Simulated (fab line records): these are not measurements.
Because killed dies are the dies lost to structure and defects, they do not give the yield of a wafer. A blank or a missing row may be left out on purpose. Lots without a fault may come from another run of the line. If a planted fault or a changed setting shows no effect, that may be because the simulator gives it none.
Struck lot and sound lot, side by side ; flow sky130 ; 17 out of 708 route steps
Sound: these wafers, L798.2, L798.5, L798.6. Wafers struck: L791.1, L791.2, L791.5. The cause is given at the end.
At each step with rows: each side's tool, then ch and its chambers, then its first start. Under that, the readings that differ: sound wafers ; struck wafers ; difference of the means ; sigmas: that difference in standard deviations of wafers without a fault.
alike: readings with means less than 2 such deviations apart, plus words and numbers identical on both sides. not compared: withheld readings, readings lacking a value on some wafer, bounds such as >300 that could conceal the same value, and numbers that have no deviation in the record and whose values overlap.
Wherever a step has rows on one side only, a row that says differs or no value, or a row with sigmas, the two part there. Numbers that don't overlap but have no deviation are shown without sigmas and don't part them. Lack of a reading on every wafer of one side parts them only where that side has two or more wafers.

first, 1 step without rows for these wafers: SKY_VT_ADJUST_LVTN_IMPLANT_19.
SKY_VT_ADJUST_LVTN_STRIP_20: strips in O2/N2.
  sound on plasmaAsher-02 ch 0,1, day 13 01:05; struck on plasmaAsher-02 ch 0,1, day 10 18:02
  alike: drypumpMotorCurrentA, oesProductAu, stripTimeToEndpointS
  not compared: rfHoursCounterH
SKY_VT_ADJUST_LVTN_TW_MEAS_21:
  sound: filmMetro-04 at day 13 01:11; struck: filmMetro-01 at day 10 18:08
reading;sound;struck;difference;sigmas
VT_ADJUST_LVTN_2_TW;187.4 189.6 188.5;181.6 183.5 182.7;-5.9;-3
then, 7 steps without rows for these wafers: SKY_VT_ADJUST_NCORE_DEHYDRATE_00 (time 60 s); SKY_VT_ADJUST_NCORE_HMDS_01 (prime time 60 s); SKY_VT_ADJUST_NCORE_COAT_02 (resist thk 1140 nm); SKY_VT_ADJUST_NCORE_SOFTBAKE_03 (time 60 s); SKY_VT_ADJUST_NCORE_EXPOSE_04 (exposes mask LVTN COMPLEMENT THIN, target cd 380 nm); SKY_VT_ADJUST_NCORE_PEB_05; SKY_VT_ADJUST_NCORE_DEVELOP_06 (develop time 60 s).
SKY_VT_ADJUST_NCORE_CD_MEAS_07: the cd target is 380 nm.
  sound: cdSem-01 at day 14 01:19; struck: cdSem-02 at day 11 17:18
  alike: cdNm
SKY_VT_ADJUST_NCORE_OVL_MEAS_08:
  sound: overlay-02 at day 14 01:26; struck: overlay-01 at day 11 17:25
reading;sound;struck;difference;sigmas
VT_ADJUST_NCORE_OVL (nm);0.5 2.2 0.6;-1.6 -2.3 -3.5;-3.6;-2
SKY_VT_ADJUST_NCORE_IMPLANT_09:
  sound on implanter-01 ch 0, day 14 01:29; struck on implanter-02 ch 0, day 11 17:28
reading;sound;struck;difference;sigmas
doseIonsCm2;2.3957e+12 2.3946e+12 2.3941e+12;2.7731e+12 2.773e+12 2.7776e+12;+3.7977e+11;+99 or more
faradayCurrentUA;13.72 13.18 13.46;16.15 15.55 15.32;+2.22;+8
SKY_VT_ADJUST_NCORE_STRIP_10: strips in O2/N2.
  sound on plasmaAsher-02 ch 0,1, day 14 01:37; struck on plasmaAsher-01 ch 0,1, day 11 17:37
  alike: drypumpMotorCurrentA, oesProductAu, stripTimeToEndpointS
  not compared: rfHoursCounterH
SKY_VT_ADJUST_NCORE_TW_MEAS_11:
  sound: filmMetro-02 at day 14 01:43; struck: filmMetro-01 at day 11 17:43
reading;sound;struck;difference;sigmas
VT_ADJUST_NCORE_TW;217.4 218.2 217.3;222.5 221.4 223.4;+4.8;+2
then, 1 step without rows for these wafers: SKY_VT_ADJUST_HVTR_DEHYDRATE_00 (time 60 s).
-- record jumps: 38 days separate the struck wafers' starts on either side; left off in module VT_ADJUST_HVTR, taken up again in module PAD_OPEN, whose first shown step is the route's number 708 --
SKY_PAD_OPEN_PROBE_99:
  sound: prober-01 at day 50 01:07; struck: prober-01 at day 49 16:52
reading;sound;struck;difference;sigmas
model.etest.nfet_16v.rOnOhmUm;1.414e+04 1.427e+04 1.416e+04;1.46e+04 1.469e+04 1.482e+04;+5.13e+02;
model.etest.pfetG5v0d10v5.rOnOhmUm;4777 4756 4739;4632 4640 4660;-113;
model.etest.resPwellUnderGate.rsOhmSq;2286 2298 2308;2250 2270 2247;-42;
model.etest.nfetG5v0d10v5.rOnOhmUm;1894 1886 1875;1923 1958 1953;+60;
model.etest.tip_p_5v.rsOhmSq;2852 2859 2864;2805 2822 2831;-39;
model.etest.tip_n_5v.rsOhmSq;1365 1369 1363;1378 1391 1396;+23;
model.etest.nfetG5v0d10v5.driveUaUm;606 598.5 605.6;590.6 580 578.8;-20.2;
model.etest.pfetG5v0d10v5.driveUaUm;338.4 336.5 341;354.4 348.5 349.1;+12.0;
  alike: killed_at_M0_to_M3, killed_at_M4_up, killedAtContacts, killedAtFrontEnd, killedAtOther, killedDies, killedOpen, killedShort

== WHERE THEY PART ==
First at SKY_VT_ADJUST_LVTN_TW_MEAS_21; last, within this record, at SKY_VT_ADJUST_NCORE_TW_MEAS_11. Later steps at which nothing parts them and some readings are alike: SKY_PAD_OPEN_PROBE_99.

WHY: what had been put in by the simulator
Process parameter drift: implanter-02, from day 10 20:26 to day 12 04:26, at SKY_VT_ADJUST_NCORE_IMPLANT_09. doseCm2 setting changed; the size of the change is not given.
